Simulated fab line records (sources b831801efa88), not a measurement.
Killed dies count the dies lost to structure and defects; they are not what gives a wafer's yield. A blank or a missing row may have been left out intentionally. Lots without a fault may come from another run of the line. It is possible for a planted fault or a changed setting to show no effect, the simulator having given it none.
fab line records	flow sky130
record lots=6	wafers=18	last-day=50
route steps=708 shown VIA4@645 METAL5@661 PAD_OPEN@708
lots that met no fault: from a run of the same line without faults
start-h: the number of hours between the record's first day and the start of the first shown wafer of the lot	wait-h: how many hours have passed since the lot's step before this one	" identical to the entry in the row above	L1.1+2: a single row standing in for several wafers	- either no value or no given start	* or withheld: withheld	< > ~ a bound
route shown NAME@n: NAME is a module with steps in the file, n the number in the route of the first one	usual: mean/standard deviation taken from wafers without a fault	same: alike in all rows	chamber/n: place in a boat	sites: the reading at each site	_std_site: standard deviation of those values	_edge_site: outer sites' mean less inner sites'	radius-mm: for every site, how far away it sits from the centre of the wafer	mask NAME#n: copy n	behind: the last tool/chamber to shape the wafer	hold: what put the lot on hold/how long, in hours/how the hold closed	device: the n, p or np transistor that did not switch	end of line: tests run on the same wafers once the route is complete	for a step that has no rows: nothing shown but its recipe	killed: at the first sort, the dies lost to defects and structure; wafer yield is something else	map: shows each die of a wafer: x if killed, . if not, _ if none is there
set.NAME: the run value of the setting; set.NAME@STEP: its run value at that earlier step	model.NAME: the simulator's own value behind a step, which no gauge read
lots seen at some steps along the route; tables by step, rows by wafer
services: a tool's chamber out of use, with start hour (start-h, from the record's first day; less than 0 if before it), hours out, and reason
## steps
# step SKY_VIA4_COAT_06
# recipe resist=NOVOLAK	spin-rpm=3000	resist-thk-nm=1140
# step SKY_VIA4_SOFTBAKE_07
# recipe temp-c=90	time-s=60	resist=NOVOLAK
# step SKY_VIA4_EXPOSE_08
# recipe mask-id=VIM4	na=0.6	source-shape=conventional	sigma-outer=0.6	polarization=unpolarized	target-cd-nm=800	dose-mj=132
# step SKY_VIA4_PEB_09
# recipe temp-c=withheld	time-s=*	resist=NOVOLAK
# step SKY_VIA4_DEVELOP_10
# recipe resist=NOVOLAK	developer=TMAH	develop-time-s=60	dev-temp-c=23
# step SKY_VIA4_OVL_MEAS_11
# usual VIA4_OVL=0.2/1.1
lot.wafer	tool	chamber	start-h	wait-h	VIA4_OVL[nm]
L378.1	overlay-02	-	1019.75	0.1	-0.8
L378.5	"	-	"	"	0.2
L378.6	"	-	"	"	1.0
L381.3	overlay-01	-	1044.67	0.1	0.0
L381.4	"	-	"	"	0.1
L381.6	"	-	"	"	0.5
L386.3	overlay-02	-	1073.03	0.1	0.0
L386.5	"	-	"	"	-0.4
L386.6	"	-	"	"	0.1
L387.3	overlay-02	-	1082.98	0.1	2.2
L387.4	"	-	"	"	1.1
L387.5	"	-	"	"	1.4
L397.2	overlay-02	-	1134.16	0.1	0.6
L397.4	"	-	"	"	0.8
L397.5	"	-	"	"	2.8
L398.2	overlay-01	-	1135.84	0.1	0.7
L398.4	"	-	"	"	-1.3
L398.6	"	-	"	"	-0.5
# step SKY_VIA4_ETCH_12
# recipe target=SiO2	chemistry=C4F8/O2/Ar	stop-on=TiN	mask-material=NOVOLAK	source-w=1500	bias-w=1200	pressure-mtorr=40	c4f8-flow-sccm=withheld	O2_flow_sccm=6	Ar_flow_sccm=300	time-s=withheld	target-depth-a=5800
# usual oes-product-au=0.926/0.0042
lot.wafer	tool	chamber	start-h	wait-h	oes-product-au
L378.1	rie-diel-02	2	1019.79	0.0	0.930
L378.5	"	3	"	"	0.921
L378.6	"	2	"	"	0.927
L381.3	rie-diel-02	1	1044.69	0.0	0.928
L381.4	"	2	"	"	0.925
L381.6	"	1	"	"	0.923
L386.3	rie-diel-02	1	1073.05	0.0	0.924
L386.5	"	1	"	"	0.919
L386.6	"	0	"	"	0.936
L387.3	rie-diel-03	0	1083.00	0.0	0.921
L387.4	"	2	"	"	0.918
L387.5	"	0	"	"	0.924
L397.2	rie-diel-04	0	1134.19	0.0	0.929
L397.4	"	1	"	"	0.931
L397.5	"	1	"	"	0.927
L398.2	rie-diel-03	3	1135.87	0.0	0.922
L398.4	"	2	"	"	0.927
L398.6	"	1	"	"	0.923
# step SKY_VIA4_STRIP_13
# recipe chemistry=O2/N2	power-w=1400	pressure-mtorr=1500	platen-temp-c=withheld	o2-flow-sccm=3000	n2-flow-sccm=300	overash-fraction=0.5
# usual drypump-motor-current-A=5.4/0.41	n2-flow-sccm=300.0/0.98	oes-product-au=0.709/0.0049	strip-time-to-endpoint-s=12.81/0.031
lot.wafer	tool	chamber	start-h	wait-h	drypump-motor-current-A	n2-flow-sccm	oes-product-au	rf-hours-counter-h	strip-time-to-endpoint-s
L378.1	plasma-asher-04	0	1019.87	-	5.5	300.8	0.712	90	12.83
L378.5	"	0	"	"	5.4	301.0	0.712	-	12.79
L378.6	"	1	"	"	4.9	300.4	0.709	-	12.80
L381.3	plasma-asher-03	0	1044.80	-	5.1	300.0	0.717	-	12.82
L381.4	"	1	"	"	5.3	300.5	0.711	-	12.83
L381.6	"	0	"	"	5.1	301.0	0.712	-	12.84
L386.3	plasma-asher-04	0	1073.16	-	5.4	300.0	0.709	-	12.87
L386.5	"	1	"	"	4.9	297.2	0.715	-	12.80
L386.6	"	0	"	"	5.4	300.4	0.712	-	12.82
L387.3	plasma-asher-03	0	1083.11	-	5.1	300.0	0.710	-	12.82
L387.4	"	1	"	"	5.3	299.8	0.709	-	12.79
L387.5	"	1	"	"	5.3	300.7	0.708	-	12.81
L397.2	plasma-asher-03	1	1134.26	-	5.3	298.6	0.713	70	12.80
L397.4	"	1	"	"	5.3	300.2	0.703	-	12.76
L397.5	"	0	"	"	5.1	299.6	0.709	-	12.84
L398.2	plasma-asher-01	0	1135.94	-	6.2	299.1	0.713	38	12.83
L398.4	"	0	"	"	6.2	299.8	0.711	-	12.81
L398.6	"	1	"	"	6.0	299.8	0.708	-	12.82
# step SKY_VIA4_STRIP_14
# recipe chemistry=post-etch-residue-remover	time-s=1200	temp-c=72.5
# step SKY_VIA4_CLEAN_15
# recipe chemistry=IPA	time-s=180	temp-c=25
# step SKY_VIA4_CLEAN_16
# recipe chemistry=O3/DIW	dry=n2-spin
# step SKY_VIA4_SPUTTER_17
# recipe material=TiN	target-thk-nm=20	chamber-pressure-pa=5	power-w=4000	time-s=80
# usual throttle-valve-pct=29.7/1.4
lot.wafer	tool	chamber	start-h	wait-h	throttle-valve-pct
L378.1	pvd-sputter-04	-	1020.91	0.0	31.5
L378.5	"	-	"	"	31.2
L378.6	"	-	"	"	31.3
L381.3	pvd-sputter-02	-	1045.38	0.0	29.6
L381.4	"	-	"	"	26.8
L381.6	"	-	"	"	29.8
L386.3	pvd-sputter-04	-	1073.72	0.0	31.6
L386.5	"	-	"	"	31.6
L386.6	"	-	"	"	29.5
L387.3	pvd-sputter-04	-	1083.67	0.0	29.6
L387.4	"	-	"	"	31.5
L387.5	"	-	"	"	31.4
L397.2	pvd-sputter-02	-	1134.86	0.0	29.5
L397.4	"	-	"	"	29.4
L397.5	"	-	"	"	27.1
L398.2	pvd-sputter-04	-	1136.53	0.0	29.8
L398.4	"	-	"	"	31.2
L398.6	"	-	"	"	31.0
# step SKY_VIA4_CVD_18
# recipe material=W	target-thk-nm=505	time-s=152.14	temp-c=396.1	pressure-torr=40
# usual heater-power-w=826/71
lot.wafer	tool	chamber	start-h	wait-h	heater-power-w	model.W_of_VIA4_CVD_18.thk-nm
L378.1	cvd-w-01	1	1020.97	0.0	917	468.6
L378.5	"	1	"	"	893	469.5
L378.6	"	0	"	"	855	469
L381.3	cvd-w-02	1	1045.49	0.1	717	461.8
L381.4	"	0	"	"	856	460.9
L381.6	"	1	"	"	688	463.2
L386.3	cvd-w-02	1	1073.83	0.1	707	470.4
L386.5	"	1	"	"	700	466.4
L386.6	"	0	"	"	866	652.5
L387.3	cvd-w-02	1	1083.78	0.1	710	465.1
L387.4	"	0	"	"	886	654.6
L387.5	"	0	"	"	879	645.9
L397.2	cvd-w-01	0	1134.92	0.0	834	468.9
L397.4	"	1	"	"	913	476.3
L397.5	"	0	"	"	845	475.1
L398.2	cvd-w-01	0	1136.59	0.0	832	465.2
L398.4	"	0	"	"	844	458.1
L398.6	"	1	"	"	876	456.5
# step SKY_VIA4_RS_MEAS_19
# recipe thk-meas-gauge=four-point-probe	reads=W_of_VIA4_CVD_18+TiN_of_VIA4_SPUTTER_17
# usual VIA4_W_RS=0.2452/0.0029
lot.wafer	tool	chamber	start-h	wait-h	VIA4_W_RS[ohm/sq]
L378.1	film-metro-02	-	1021.12	0.1	0.2444
L378.5	"	-	"	"	0.2437
L378.6	"	-	"	"	0.2439
L381.3	film-metro-03	-	1045.63	0.1	0.2482
L381.4	"	-	"	"	0.2483
L381.6	"	-	"	"	0.2467
L386.3	film-metro-01	-	1073.97	0.1	0.2426
L386.5	"	-	"	"	0.2453
L386.6	"	-	"	"	0.1747
L387.3	film-metro-03	-	1083.92	0.1	0.2456
L387.4	"	-	"	"	0.1743
L387.5	"	-	"	"	0.1764
L397.2	film-metro-01	-	1135.09	0.1	0.2438
L397.4	"	-	"	"	0.2397
L397.5	"	-	"	"	0.2407
L398.2	film-metro-03	-	1136.77	0.1	0.2457
L398.4	"	-	"	"	0.2493
L398.6	"	-	"	"	0.2505
# step SKY_VIA4_THK_MEAS_20
# recipe thk-meas-gauge=xrf	reads=W_of_VIA4_CVD_18
# usual VIA4_W_THK=468/6.4
lot.wafer	tool	chamber	start-h	wait-h	VIA4_W_THK[nm]
L378.1	film-metro-02	-	1021.24	0.1	472
L378.5	"	-	"	"	471
L378.6	"	-	"	"	468
L381.3	film-metro-03	-	1045.73	0.1	462
L381.4	"	-	"	"	457
L381.6	"	-	"	"	462
L386.3	film-metro-01	-	1074.07	0.1	476
L386.5	"	-	"	"	471
L386.6	"	-	"	"	663
L387.3	film-metro-03	-	1084.02	0.1	466
L387.4	"	-	"	"	655
L387.5	"	-	"	"	645
L397.2	film-metro-01	-	1135.20	0.1	473
L397.4	"	-	"	"	481
L397.5	"	-	"	"	478
L398.2	film-metro-03	-	1136.88	0.1	463
L398.4	"	-	"	"	457
L398.6	"	-	"	"	457
# step SKY_VIA4_CMP_21
# recipe stop-on=SiO2	t-overpolish-s=25	down-force-psi=3.5	platen-rpm=60	target-thk-nm=0	pad-velocity-m-s=0.94248
# usual edge-zone-pressure-frac=1.001/0.0053	motor-current-A=10.7/1.1	time-to-endpoint-s=112/3.7
lot.wafer	tool	chamber	start-h	wait-h	edge-zone-pressure-frac	motor-current-A	time-to-endpoint-s
L378.1	cmp-01	3	1021.59	0.3	1.004	12.3	116
L378.5	"	0	"	"	0.994	9.3	111
L378.6	"	1	"	"	0.999	11.6	118
L381.4	cmp-02	1	1045.93	0.2	0.999	9.7	108
L381.3	"	2	"	"	1.007	11.9	108
L381.6	"	1	"	"	0.996	10.3	106
L386.3	cmp-01	3	1074.16	0.1	1.000	12.6	106
L386.6	"	2	"	"	1.001	10.0	157
L386.5	"	3	"	"	1.001	12.9	107
L387.4	cmp-01	1	1084.17	0.1	0.997	12.1	158
L387.3	"	2	"	"	1.004	9.7	117
L387.5	"	2	"	"	1.012	9.8	157
L397.4	cmp-02	1	1135.35	0.1	1.002	10.9	113
L397.2	"	2	"	"	0.996	11.6	114
L397.5	"	0	"	"	0.997	9.4	109
L398.4	cmp-01	1	1136.98	0.1	1.004	11.6	112
L398.2	"	3	"	"	1.003	12.3	109
L398.6	"	1	"	"	1.005	11.6	104
# step SKY_METAL5_SPUTTER_00
# recipe material=Ti	target-thk-nm=15	power-w=3000	time-s=10	chamber-pressure-pa=0.4
# usual throttle-valve-pct=30.3/1.4
lot.wafer	tool	chamber	start-h	wait-h	throttle-valve-pct
L378.1	pvd-sputter-04	-	1021.74	0.1	29.5
L378.5	"	-	"	"	31.5
L378.6	"	-	"	"	31.0
L381.3	pvd-sputter-04	-	1046.23	0.2	31.8
L381.4	"	-	"	"	31.8
L381.6	"	-	"	"	29.4
L386.3	pvd-sputter-02	-	1074.41	0.2	26.6
L386.5	"	-	"	"	29.7
L386.6	"	-	"	"	26.8
L387.3	pvd-sputter-02	-	1084.47	0.2	29.9
L387.4	"	-	"	"	26.9
L387.5	"	-	"	"	29.5
L397.2	pvd-sputter-04	-	1135.55	0.1	29.7
L397.4	"	-	"	"	31.2
L397.5	"	-	"	"	31.5
L398.2	pvd-sputter-02	-	1137.23	0.1	26.8
L398.4	"	-	"	"	30.1
L398.6	"	-	"	"	29.4
# step SKY_PAD_OPEN_PROBE_99
# usual defect-limited-yield=82.3/2	killed_at_M0_to_M3=43/7.1	killed_at_M4_up=3/1.7	killed-at-contacts=25/5.6	killed-at-front-end=16/4.1	killed-at-other=0.2/0.49	killed-dies=87/9.8	killed-open=47/7.6	killed-short=40/6.1	sort_bin_3_pad_short=0.9/0.44	sort_bin_5_function=10.5/1.6	sort_bin_6_memory=6.3/1	sort-n-pass=405/9.8	sort-yield-pct=82.3/2
# same gross-dies=492	killed-at-back-side=0	sort_bin_4_leakage[%]=0	sort_bin_8_speed[%]=0
lot.wafer	tool	chamber	start-h	wait-h	defect-limited-yield[%]	killed_at_M0_to_M3	killed_at_M4_up	killed-at-contacts	killed-at-front-end	killed-at-other	killed-dies	killed-open	killed-short	sort_bin_3_pad_short[%]	sort_bin_5_function[%]	sort_bin_6_memory[%]	sort-n-pass	sort-yield-pct[%]
L386.3	prober-01	-	1138.74	0.2	79.9	46	2	28	22	1	99	58	41	0.6	12.8	6.7	393	79.9
L386.5	prober-01	-	1138.84	0.2	82.3	44	4	26	13	0	87	50	37	1.2	9.6	6.9	405	82.3
L386.6	prober-01	-	1138.89	0.2	81.9	45	6	24	14	0	89	60	29	0.4	12.0	5.7	403	81.9
L387.3	prober-02	-	1146.78	0.2	82.7	42	3	24	16	0	85	46	39	1.6	8.3	7.3	407	82.7
L387.4	prober-02	-	1146.83	0.2	84.6	42	3	19	12	0	76	42	34	0.8	8.5	6.1	416	84.6
L387.5	prober-02	-	1146.88	0.2	81.9	49	2	21	17	0	89	43	46	0.8	11.2	6.1	403	81.9
L397.2	prober-01	-	1190.27	0.1	82.1	39	1	32	16	0	88	51	37	1.0	11.4	5.5	404	82.1
L397.4	prober-01	-	1190.37	0.2	81.3	49	2	21	20	0	92	52	40	0.8	12.0	5.9	400	81.3
L397.5	prober-01	-	1190.42	0.2	84.1	38	2	29	8	1	78	44	34	1.0	8.5	6.3	414	84.1
L398.2	prober-02	-	1192.04	0.1	84.1	37	2	19	20	0	78	29	49	1.4	9.8	4.7	414	84.1
L398.4	prober-02	-	1192.14	0.2	85.0	38	3	21	12	0	74	42	32	1.0	9.1	4.9	418	85.0
L398.6	prober-02	-	1192.24	0.2	85.2	42	2	15	14	0	73	40	33	0.4	10.4	4.1	419	85.2
# killed by level:class
L386.3 VIA1:geometric-particle:open=10 CONTACT:geometric-particle:short=9 FIELD_ISO:geometric-particle:open=8 VIA2:geometric-particle:open=8 CONTACT:geometric-particle:open=7 LI_CONTACT:geometric-particle:open=7 METAL1:geometric-particle:short=7 VIA3:geometric-particle:open=6
L386.5 CONTACT:geometric-particle:open=12 VIA1:geometric-particle:open=9 FIELD_ISO:geometric-particle:open=7 VIA3:geometric-particle:open=7 VIA1:geometric-particle:short=6 VIA2:geometric-particle:open=6 METAL2:geometric-particle:short=5 FIELD_ISO:geometric-particle:short=4
L386.6 VIA1:geometric-particle:open=18 LI_CONTACT:geometric-particle:open=9 VIA3:geometric-particle:open=8 CONTACT:geometric-particle:open=7 FIELD_ISO:geometric-particle:short=4 LOCAL_INTERCONNECT:geometric-particle:short=4 VIA2:geometric-particle:open=4 CONTACT:geometric-particle:short=3
L387.3 CONTACT:geometric-particle:open=12 VIA1:geometric-particle:open=11 VIA2:geometric-particle:open=7 POLY_GATE:geometric-particle:short=6 VIA1:geometric-particle:short=6 METAL1:geometric-particle:short=5 FIELD_ISO:geometric-particle:short=4 LI_CONTACT:geometric-particle:open=4
L387.4 VIA1:geometric-particle:open=11 METAL1:geometric-particle:short=8 LI_CONTACT:geometric-particle:open=6 VIA2:geometric-particle:open=6 VIA3:geometric-particle:open=6 POLY_GATE:geometric-particle:short=5 CONTACT:geometric-particle:open=5 CONTACT:geometric-particle:short=4
L387.5 VIA1:geometric-particle:open=13 METAL2:geometric-particle:short=8 CONTACT:geometric-particle:open=7 VIA3:geometric-particle:open=6 METAL3:geometric-particle:short=6 VIA2:geometric-particle:open=6 FIELD_ISO:geometric-particle:short=5 POLY_GATE:geometric-particle:open=4
L397.2 LI_CONTACT:geometric-particle:open=10 CONTACT:geometric-particle:open=9 VIA1:geometric-particle:open=9 FIELD_ISO:geometric-particle:short=6 CONTACT:geometric-particle:short=5 METAL1:geometric-particle:short=5 FIELD_ISO:geometric-particle:open=4 LOCAL_INTERCONNECT:geometric-particle:short=4
L397.4 CONTACT:geometric-particle:open=10 VIA1:geometric-particle:short=9 VIA3:geometric-particle:open=9 VIA1:geometric-particle:open=8 METAL1:geometric-particle:short=7 FIELD_ISO:geometric-particle:open=6 CONTACT:geometric-particle:short=6 FIELD_ISO:geometric-particle:short=4
L397.5 CONTACT:geometric-particle:open=13 VIA1:geometric-particle:open=9 LI_CONTACT:geometric-particle:open=7 VIA1:geometric-particle:short=6 VIA2:geometric-particle:open=6 VIA3:geometric-particle:open=6 CONTACT:geometric-particle:short=5 FIELD_ISO:geometric-particle:short=4
L398.2 POLY_GATE:geometric-particle:short=8 METAL1:geometric-particle:short=7 LI_CONTACT:geometric-particle:open=6 VIA2:geometric-particle:short=5 LOCAL_INTERCONNECT:geometric-particle:short=5 CONTACT:geometric-particle:open=5 VIA1:geometric-particle:short=5 POLY_GATE:geometric-particle:open=4
L398.4 CONTACT:geometric-particle:open=10 VIA1:geometric-particle:open=7 METAL1:geometric-particle:short=5 METAL2:geometric-particle:short=5 FIELD_ISO:geometric-particle:open=4 POLY_GATE:geometric-particle:open=4 LI_CONTACT:geometric-particle:short=4 METAL2:geometric-particle:open=4
L398.6 METAL1:geometric-particle:short=8 VIA3:geometric-particle:open=8 METAL2:geometric-particle:short=7 VIA1:geometric-particle:open=7 CONTACT:geometric-particle:open=7 FIELD_ISO:geometric-particle:short=4 VIA1:geometric-particle:short=4 VIA2:geometric-particle:open=4
## services
tool	chamber	start-h	hours	kind
cvd-w-02	-	997.14	1.5	repair
rie-diel-02	1	1001.42	42.4	repair
rie-diel-02	-	1003.77	1.2	repair
cmp-02	-	1004.01	5.1	pm
plasma-asher-01	-	1011.62	2.0	repair
rie-diel-03	-	1014.15	0.3	repair
cmp-02	-	1028.41	0.8	repair
cmp-01	-	1034.17	7.4	repair
pvd-sputter-04	-	1035.10	1.0	repair
rie-diel-02	-	1051.97	0.4	repair
cvd-w-01	-	1062.98	0.2	repair
cmp-01	-	1067.83	1.2	repair
rie-diel-03	-	1072.06	0.9	repair
plasma-asher-03	-	1077.47	3.0	repair
rie-diel-02	2	1079.30	2.5	repair
plasma-asher-04	-	1080.56	28.1	pm
pvd-sputter-02	3	1086.28	-	consumable-replace:kit
pvd-sputter-02	3	1086.28	18.0	scheduled-down
cvd-w-01	-	1090.63	0.9	repair
cmp-02	-	1116.52	4.0	pm
cmp-01	-	1120.98	1.0	repair
rie-diel-02	-	1129.05	0.6	repair
plasma-asher-04	-	1131.80	4.5	repair
rie-diel-04	1	1135.48	21.7	repair
## key
first-sign step=SKY_VIA4_RS_MEAS_19	reading=VIA4_W_RS	direction=down	sigmas=25	usual=0.2452	struck=0.1751
effect step=SKY_VIA4_THK_MEAS_20	reading=VIA4_W_THK	direction=up	sigmas=29	usual=468	struck=654
effect step=SKY_VIA4_CMP_21	reading=time-to-endpoint-s	direction=up	sigmas=12	usual=*	struck=*
model-effect step=SKY_VIA4_CVD_18	value=W_of_VIA4_CVD_18.thk-nm	without=460.5	struck=651
met-at SKY_VIA4_CVD_18
struck-wafers L386.6,L387.4,L387.5
onset-between 1045.49 1073.83
fault kind=process-parameter-drift	tool=cvd-w-02	chamber=0	onset-h=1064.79	steps=SKY_VIA4_CVD_18	channel=target-thk-nm	offset=204.39	shape=step	end-h=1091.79	acts-in=these-recipes-only	stated=505
